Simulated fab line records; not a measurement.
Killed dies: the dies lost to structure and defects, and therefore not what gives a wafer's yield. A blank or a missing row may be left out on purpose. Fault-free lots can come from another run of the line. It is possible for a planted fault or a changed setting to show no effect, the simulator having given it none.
fab line records	flow sky130
record: lots: 10	wafers: 30	last_day: 50
route steps=708 shown SD_N@351 CONTACT@406
lots that met no fault: from a run of the same line without faults
start_h: the number of hours between the record's first day and the start of the first shown wafer of the lot	wait_h: how many hours have passed since the lot's step before this one	" as in the row above	L1.1+2: several wafers, shown together as one row	- value missing, or start not given	* or withheld: withheld	< > ~ a bound
route shown NAME@n: NAME is a module with steps in the file, n the number in the route of the first one	usual: average and standard deviation across the fault-free wafers	same: alike in all rows	chamber/n: place in a boat	sites: per-site readings	_std_site: standard deviation across them	_edge_site: inner sites' mean taken away from outer sites' mean	radius_mm: how far each site lies from the wafer's centre	mask NAME#n: copy n	behind: tool/chamber where the wafer was last shaped	hold: what put the lot on hold/how long, in hours/how the hold closed	device: the transistor (n, p or np) that didn't switch	end of line: the same wafers' tests at the end of the route	a step with no rows: only its recipe	killed: dies lost to structure and defects at the first sort, not the wafer's yield	map: per-die view of a wafer (x killed, . not killed, _ where there is no die)
set.NAME: the setting as run; set.NAME@STEP: as run at that earlier step	model.NAME: the simulator's own value behind a step, which no gauge read
the route's steps for a sample of lots (tables are steps, rows are wafers)
services: a tool's chamber out of use, with start hour (start_h, from the record's first day; less than 0 if before it), hours out, and reason
== steps ==
step: SKY_SD_N_IMPLANT_09
recipe: species: As	energy_kev: 50	dose_cm2: 4e+15	tilt_deg: 0
usual: beam_on_s: 15.5/1.3	dose_ions_cm2: 4e+15/4.4e+12
lot.wafer	tool	chamber	start_h	wait_h	beam_on_s	dose_ions_cm2
L470.1	implanter-04	0	668.46	0.0	13.2	4.003e+15
L470.4	"	0	"	"	13.9	4.007e+15
L470.5	"	0	"	"	13.5	3.994e+15
L474.3	implanter-01	0	698.69	0.1	16.0	3.997e+15
L474.5	"	0	"	"	16.3	3.992e+15
L474.6	"	0	"	"	16.0	3.996e+15
L475.2	implanter-04	0	727.95	0.0	13.9	4.001e+15
L475.5	"	0	"	"	13.9	3.998e+15
L475.6	"	0	"	"	13.2	4.006e+15
L477.1	implanter-01	0	735.00	0.0	16.3	4.014e+15
L477.2	"	0	"	"	16.4	3.998e+15
L477.5	"	0	"	"	16.2	4e+15
L476.1	implanter-03	0	737.92	0.0	17.3	4.003e+15
L476.2	"	0	"	"	16.1	4.002e+15
L476.3	"	0	"	"	16.5	3.998e+15
L486.1	implanter-01	0	792.62	0.0	9.6	2.258e+15
L486.4	"	0	"	"	9.7	2.262e+15
L486.5	"	0	"	"	10.1	2.258e+15
L487.3	implanter-01	0	804.97	0.1	10.0	2.258e+15
L487.4	"	0	"	"	10.2	2.256e+15
L487.5	"	0	"	"	10.4	2.26e+15
L489.1	implanter-03	0	815.22	0.0	16.1	3.996e+15
L489.5	"	0	"	"	16.1	3.999e+15
L489.6	"	0	"	"	16.4	3.999e+15
L490.2	implanter-03	0	824.74	0.0	15.8	3.999e+15
L490.3	"	0	"	"	16.7	4.001e+15
L490.5	"	0	"	"	16.4	4.002e+15
L491.1	implanter-04	0	829.04	0.0	13.8	3.998e+15
L491.5	"	0	"	"	14.0	3.996e+15
L491.6	"	0	"	"	13.6	3.996e+15
step: SKY_SD_N_STRIP_11
recipe: chemistry: O2/N2	power_w: 1400	pressure_mtorr: 1500	platen_temp_c: withheld	o2_flow_sccm: 3000	n2_flow_sccm: 300	overash_fraction: 0.5
usual: drypump_motor_current_A: 5.5/0.32	oes_product_au: 0.527/0.0045	strip_time_to_endpoint_s: 22.54/0.045
lot.wafer	tool	chamber	start_h	wait_h	drypump_motor_current_A	oes_product_au	rf_hours_counter_h	strip_time_to_endpoint_s
L470.1	plasma_asher-01	0	668.76	0.1	5.1	0.524	50	22.61
L470.4	"	1	"	"	5.9	0.534	-	22.63
L470.5	"	0	"	"	5.1	0.531	-	22.62
L474.3	plasma_asher-04	1	698.98	0.1	5.7	0.530	-	22.56
L474.5	"	1	"	"	5.7	0.527	-	22.54
L474.6	"	0	"	"	5.6	0.531	-	22.52
L475.2	plasma_asher-04	1	728.22	0.1	5.7	0.529	108	22.47
L475.5	"	1	"	"	5.7	0.525	-	22.51
L475.6	"	0	"	"	5.5	0.525	-	22.50
L477.1	plasma_asher-01	1	735.30	0.1	5.9	0.531	57	22.55
L477.2	"	0	"	"	5.0	0.522	57	22.51
L477.5	"	1	"	"	5.9	0.528	-	22.57
L476.1	plasma_asher-03	0	738.22	0.1	5.4	0.528	32	22.58
L476.2	"	1	"	"	5.4	0.533	32	22.60
L476.3	"	1	"	"	5.4	0.530	-	22.62
L486.1	plasma_asher-01	1	792.92	0.1	5.9	0.546	63	20.61
L486.4	"	1	"	"	5.9	0.552	-	20.53
L486.5	"	0	"	"	5.0	0.550	-	20.59
L487.3	plasma_asher-01	0	805.26	0.1	5.0	0.557	-	20.49
L487.4	"	1	"	"	5.9	0.549	-	20.49
L487.5	"	0	"	"	5.1	0.557	-	20.50
L489.1	plasma_asher-01	1	815.52	0.1	6.0	0.525	65	22.51
L489.5	"	1	"	"	5.9	0.533	-	22.47
L489.6	"	0	"	"	5.0	0.531	-	22.56
L490.2	plasma_asher-01	0	825.01	0.1	5.0	0.532	66	22.56
L490.3	"	1	"	"	6.0	0.530	-	22.55
L490.5	"	0	"	"	5.1	0.525	-	22.58
L491.1	plasma_asher-03	1	829.34	0.1	5.4	0.531	41	22.56
L491.5	"	0	"	"	5.4	0.525	-	22.54
L491.6	"	1	"	"	5.4	0.534	-	22.57
step: SKY_SD_N_TW_MEAS_12
usual: SD_N_TW: 3970/29
lot.wafer	tool	chamber	start_h	wait_h	SD_N_TW
L470.1	film_metro-02	-	668.86	0.1	3933
L470.4	"	-	"	"	3931
L470.5	"	-	"	"	3946
L474.3	film_metro-03	-	699.06	0.1	4012
L474.5	"	-	"	"	3993
L474.6	"	-	"	"	4000
L475.2	film_metro-04	-	728.33	0.1	3958
L475.5	"	-	"	"	3971
L475.6	"	-	"	"	3959
L477.1	film_metro-02	-	735.40	0.1	3946
L477.2	"	-	"	"	3953
L477.5	"	-	"	"	3968
L476.1	film_metro-02	-	738.32	0.1	3969
L476.2	"	-	"	"	3931
L476.3	"	-	"	"	3949
L486.1	film_metro-02	-	793.02	0.1	3882
L486.4	"	-	"	"	3841
L486.5	"	-	"	"	3856
L487.3	film_metro-04	-	805.34	0.1	3889
L487.4	"	-	"	"	3864
L487.5	"	-	"	"	3885
L489.1	film_metro-03	-	815.62	0.1	3998
L489.5	"	-	"	"	3984
L489.6	"	-	"	"	3987
L490.2	film_metro-04	-	825.12	0.1	3975
L490.3	"	-	"	"	3978
L490.5	"	-	"	"	3982
L491.1	film_metro-04	-	829.44	0.1	3998
L491.5	"	-	"	"	4000
L491.6	"	-	"	"	3990
step: SKY_SD_N_RS_MEAS_16
recipe: thk_meas_gauge: four-point-probe
usual: SD_N_RS: 68.62/0.11
lot.wafer	tool	chamber	start_h	wait_h	SD_N_RS[ohm/sq]
L470.1	film_metro-04	-	669.15	0.1	68.69
L470.4	"	-	"	"	68.45
L470.5	"	-	"	"	68.55
L474.3	film_metro-02	-	699.37	0.1	68.48
L474.5	"	-	"	"	68.61
L474.6	"	-	"	"	68.68
L475.2	film_metro-03	-	728.63	0.1	68.48
L475.5	"	-	"	"	68.57
L475.6	"	-	"	"	68.67
L477.1	film_metro-04	-	735.69	0.1	68.63
L477.2	"	-	"	"	68.66
L477.5	"	-	"	"	68.69
L476.1	film_metro-03	-	738.61	0.1	68.39
L476.2	"	-	"	"	68.51
L476.3	"	-	"	"	68.69
L486.1	film_metro-04	-	793.31	0.1	75.57
L486.4	"	-	"	"	75.47
L486.5	"	-	"	"	75.31
L487.3	film_metro-02	-	805.66	0.1	75.34
L487.4	"	-	"	"	75.32
L487.5	"	-	"	"	75.25
L489.1	film_metro-03	-	815.96	0.1	68.66
L489.5	"	-	"	"	68.48
L489.6	"	-	"	"	68.55
L490.2	film_metro-02	-	825.42	0.1	68.49
L490.3	"	-	"	"	68.66
L490.5	"	-	"	"	68.76
L491.1	film_metro-03	-	829.73	0.1	68.63
L491.5	"	-	"	"	68.59
L491.6	"	-	"	"	68.53
step: SKY_CONTACT_CVD_00
recipe: material: Si3N4	target_thk_nm: 75	temp_c: 400	time_s: withheld	rf_w: 450
usual: heater_power_w: 659/83
lot.wafer	tool	chamber	start_h	wait_h	heater_power_w
L470.1	pecvd-04	1	729.71	0.0	632
L470.4	"	2	"	"	561
L470.5	"	1	"	"	629
L474.3	pecvd-03	2	758.29	0.0	734
L474.5	"	2	"	"	740
L474.6	"	1	"	"	659
L475.2	pecvd-03	2	786.68	0.0	690
L475.5	"	0	"	"	669
L475.6	"	1	"	"	653
L477.1	pecvd-01	0	792.44	0.0	592
L477.2	"	1	"	"	529
L477.5	"	0	"	"	600
L476.1	pecvd-04	0	796.15	0.0	763
L476.2	"	2	"	"	553
L476.3	"	1	"	"	648
L486.1	pecvd-01	1	849.27	0.0	640
L486.4	"	0	"	"	621
L486.5	"	2	"	"	678
L487.3	pecvd-04	2	861.67	0.0	568
L487.4	"	2	"	"	569
L487.5	"	0	"	"	766
L489.1	pecvd-03	1	871.25	0.0	610
L489.5	"	1	"	"	617
L489.6	"	0	"	"	709
L490.2	pecvd-01	2	881.33	0.0	667
L490.3	"	0	"	"	649
L490.5	"	1	"	"	633
L491.1	pecvd-04	2	884.59	0.0	541
L491.5	"	0	"	"	761
L491.6	"	2	"	"	540
step: SKY_CONTACT_ETCH_17
recipe: target: SiO2	chemistry: C4F8/O2/Ar	stop_on: Si3N4	mask_material: KrF-thick	source_w: 1500	bias_w: 1200	pressure_mtorr: 40	c4f8_flow_sccm: withheld	O2_flow_sccm: 6	Ar_flow_sccm: 300	time_s: withheld	target_depth_a: 3400
usual: oes_product_au: 0.891/0.0048
lot.wafer	tool	chamber	start_h	wait_h	oes_product_au
L470.1	rie_diel-01	1	757.69	0.0	0.887
L470.4	"	3	"	"	0.889
L470.5	"	2	"	"	0.893
L474.3	rie_diel-01	1	785.46	0.0	0.883
L474.5	"	2	"	"	0.894
L474.6	"	1	"	"	0.894
L475.2	rie_diel-01	0	814.34	0.0	0.889
L475.5	"	1	"	"	0.886
L475.6	"	2	"	"	0.896
L477.1	rie_diel-01	3	819.73	0.0	0.877
L477.2	"	1	"	"	0.883
L477.5	"	2	"	"	0.883
L476.1	rie_diel-02	0	823.75	0.0	0.889
L476.2	"	2	"	"	0.882
L476.3	"	1	"	"	0.890
L486.1	rie_diel-03	0	876.57	0.0	0.889
L486.4	"	3	"	"	0.887
L486.5	"	1	"	"	0.892
L487.3	rie_diel-02	1	889.47	0.0	0.896
L487.4	"	3	"	"	0.895
L487.5	"	1	"	"	0.890
L489.1	rie_diel-02	0	898.17	0.0	0.894
L489.5	"	1	"	"	0.890
L489.6	"	0	"	"	0.890
L490.2	rie_diel-01	1	908.27	0.0	0.893
L490.3	"	3	"	"	0.890
L490.5	"	1	"	"	0.884
L491.1	rie_diel-01	2	910.82	0.0	0.881
L491.5	"	2	"	"	0.893
L491.6	"	1	"	"	0.894
step: SKY_CONTACT_ETCH_18
recipe: target: Si3N4	chemistry: CHF3/O2	stop_on: TiN	source_w: 600	bias_w: 200	pressure_mtorr: 40	chf3_flow_sccm: 50	O2_flow_sccm: 5	time_s: 39	target_depth_a: 750
usual: chf3_flow_sccm: 50.01/0.16	drypump_motor_current_A: 5.8/0.46	oes_product_au: 0.855/0.0074	throttle_valve_pct: 8.794/0.0096
lot.wafer	tool	chamber	start_h	wait_h	chf3_flow_sccm	drypump_motor_current_A	oes_product_au	rf_hours_counter_h	throttle_valve_pct
L470.1	rie_diel-01	1	-	-	50.02	6.3	0.853	12	8.792
L470.4	"	3	"	"	49.95	4.8	0.856	49	8.801
L470.5	"	2	"	"	50.15	5.5	0.850	-	8.799
L474.3	rie_diel-01	1	-	-	49.95	6.3	0.849	-	8.799
L474.5	"	2	"	"	49.87	5.5	0.860	-	8.787
L474.6	"	1	"	"	49.98	6.2	0.852	-	8.775
L475.2	rie_diel-01	0	-	-	50.01	6.5	0.847	11	8.787
L475.5	"	1	"	"	49.89	6.3	0.847	-	8.796
L475.6	"	2	"	"	50.21	5.5	0.851	-	8.816
L477.1	rie_diel-01	3	-	-	50.10	4.8	0.855	1	8.784
L477.2	"	1	"	"	49.80	6.2	0.856	15	8.793
L477.5	"	2	"	"	49.96	5.5	0.856	-	8.784
L476.1	rie_diel-02	0	-	-	49.88	5.8	0.847	16	8.796
L476.2	"	2	"	"	50.23	5.8	0.850	7	8.790
L476.3	"	1	"	"	49.97	5.4	0.857	20	8.796
L486.1	rie_diel-03	0	-	-	50.20	6.0	0.853	9	8.792
L486.4	"	3	"	"	49.85	6.0	0.851	25	8.807
L486.5	"	1	"	"	50.02	4.8	0.861	-	8.804
L487.3	rie_diel-02	1	-	-	50.11	5.5	0.841	22	8.790
L487.4	"	3	"	"	50.14	6.1	0.849	7	8.787
L487.5	"	1	"	"	49.86	5.4	0.859	-	8.802
L489.1	rie_diel-02	0	-	-	49.99	5.8	0.857	18	8.785
L489.5	"	1	"	"	49.85	5.5	0.865	-	8.804
L489.6	"	0	"	"	49.69	5.8	0.861	-	8.802
L490.2	rie_diel-01	1	-	-	50.13	6.3	0.839	17	8.778
L490.3	"	3	"	"	50.10	4.8	0.847	4	8.797
L490.5	"	1	"	"	49.91	6.3	0.851	-	8.778
L491.1	rie_diel-01	2	-	-	49.91	5.5	0.867	21	8.790
L491.5	"	2	"	"	50.08	5.5	0.872	-	8.804
L491.6	"	1	"	"	50.18	6.3	0.871	-	8.789
== services ==
tool	chamber	start_h	hours	kind
plasma_asher-04	-	645.43	3.6	repair
implanter-01	-	650.39	27.1	pm
rie_diel-01	3	657.14	6.1	repair
rie_diel-01	2	686.81	7.9	repair
pecvd-04	-	688.71	6.0	pm
rie_diel-03	0	699.54	9.1	repair
pecvd-01	1	714.20	5.7	repair
implanter-04	-	749.97	7.0	repair
pecvd-01	-	756.47	14.6	pm
rie_diel-01	3	761.84	3.8	repair
rie_diel-01	2	770.84	10.4	repair
rie_diel-01	0	783.64	9.3	repair
implanter-01	-	802.32	2.2	repair
pecvd-04	0	811.85	5.6	repair
rie_diel-01	2	829.88	2.6	repair
pecvd-03	-	871.43	28.1	pm
pecvd-01	-	871.90	0.4	repair
pecvd-04	-	872.09	1.8	repair
pecvd-01	-	881.91	2.8	pm
rie_diel-02	-	883.59	0.3	repair
implanter-03	-	890.63	5.8	repair
rie_diel-02	3	902.00	4.9	repair
implanter-03	-	902.15	3.9	pm
pecvd-04	2	902.29	16.4	repair
== key ==
first_sign: step: SKY_SD_N_IMPLANT_09	reading: dose_ions_cm2	direction: down	sigmas: 99+	usual: *	struck: *
effect: step: SKY_SD_N_IMPLANT_09	reading: beam_on_s	direction: down	sigmas: 4.3	usual: 15.5	struck: 10.0
effect: step: SKY_SD_N_STRIP_11	reading: strip_time_to_endpoint_s	direction: down	sigmas: 44	usual: *	struck: *
effect: step: SKY_SD_N_TW_MEAS_12	reading: SD_N_TW	direction: down	sigmas: 3.4	usual: 3970	struck: 3870
effect: step: SKY_SD_N_RS_MEAS_16	reading: SD_N_RS	direction: up	sigmas: 63	usual: 68.62	struck: 75.38
met_at SKY_SD_N_IMPLANT_09
struck_lots L486,L487
tester_left_out L486,L487
not_acting_at SKY_CONTACT_CVD_00,SKY_CONTACT_ETCH_17,SKY_CONTACT_ETCH_18
onset_between 735.00 792.62
fault: kind: process_parameter_drift	tool: implanter-01	chamber: -	onset_h: 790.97	steps: SKY_SD_N_IMPLANT_09	channel: dose_cm2	offset: *	shape: step	end_h: 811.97	acts_in: *	stated: *
tester_left_out: of these lots the tester's yield and bins aren't shown, on N5 and GAA mostly nor the transistor test; their killed dies are dies lost to structure and defects alone, not to doping, threshold or leakage, so they don't give the yield
